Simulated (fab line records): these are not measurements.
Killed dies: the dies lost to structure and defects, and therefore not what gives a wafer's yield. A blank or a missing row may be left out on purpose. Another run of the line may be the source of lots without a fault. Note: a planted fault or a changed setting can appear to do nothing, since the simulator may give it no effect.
Matching of chambers    flow gf180mcu    GF_V5_CMP_04 on cmp-01: 4 sister chambers
The step polishes SiO2. 20 wafers are shown with their chamber, then 10 later ones without.

## EACH WAFER AND ITS CHAMBER
wafer   chamber  motor current A (A)  slurry filter dp kPa (kPa)  platen rpm (rpm)
L180.2  3        10.7                 13.24                       60.01
L180.3  0        10.4                 13.49                       59.98
L180.4  1        12.1                 13.66                       60.02
L181.1  0        10.9                 13.58                       60.02
L181.4  3        10.7                 13.46                       59.99
L181.6  3        10.5                 13.49                       59.96
L182.2  1        11.9                 13.64                       60.01
L182.4  0        10.8                 13.37                       59.99
L182.5  1        12.5                 13.37                       60.01
L183.4  2        12.2                 13.68                       60.03
L183.5  2        13.1                 13.49                       59.93
L183.6  1        13.0                 13.54                       60.03
L185.1  2        12.5                 13.54                       60.01
L185.4  3        10.8                 13.41                       59.99
L185.5  0        10.5                 13.39                       60.02
L191.2  3        10.3                 13.61                       60.00
L191.3  1        12.1                 13.58                       59.96
L191.6  2        12.4                 13.84                       60.00
L193.1  0        10.1                 13.62                       60.00
L193.2  2        12.8                 13.69                       60.01

SIGNATURES, as means of the wafers listed above
reading               chamber 0  chamber 1  chamber 2  chamber 3  scatter within a chamber
motor current A       10.540     12.320     12.600     10.600     0.339
slurry filter dp kPa  13.4900    13.5580    13.6480    13.4420    0.125
platen rpm            60.0020    60.0060    59.9960    59.9900    0.0268
Rule: for each reading, subtract the chamber's mean from the wafer's reading, divide by that reading's scatter and square the result; add these up over the readings and take the root, which gives the wafer's distance from the chamber. If the next closest chamber is less than 2 further off than the closest, the wafer can't be placed; otherwise it belongs to the closest. The scatter: take each reading less its chamber's mean, square it, sum over the shown wafers, divide by the number of wafers less the number of chambers, and take the root.

## WAFERS WITH NO CHAMBER GIVEN
wafer   motor current A (A)  slurry filter dp kPa (kPa)  platen rpm (rpm)
L193.6  10.4                 13.47                       60.04
L199.1  12.5                 13.18                       59.97
L199.4  10.3                 13.55                       59.98
L199.6  10.1                 13.32                       59.99
L201.1  10.4                 13.55                       59.99
L201.2  12.9                 13.24                       59.97
L201.5  10.0                 13.37                       60.01
L202.1  10.8                 13.55                       59.99
L202.3  12.6                 13.67                       60.02
L202.6  10.4                 13.70                       60.00

## WHICH CHAMBER EACH ONE RAN IN
wafer   from the rows above      in truth
L193.6  can't be placed: 0 or 3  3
L199.1  can't be placed: 1 or 2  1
L199.4  can't be placed: 0 or 3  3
L199.6  can't be placed: 3 or 0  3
L201.1  can't be placed: 0 or 3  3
L201.2  can't be placed: 1 or 2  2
L201.5  can't be placed: 0 or 3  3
L202.1  can't be placed: 0 or 3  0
L202.3  can't be placed: 2 or 1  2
L202.6  can't be placed: 0 or 3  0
Placed correctly: 0 of 10. Cannot be placed on the basis of these rows: 10; the candidates contain the true chamber in 10. Wrongly placed: 0.
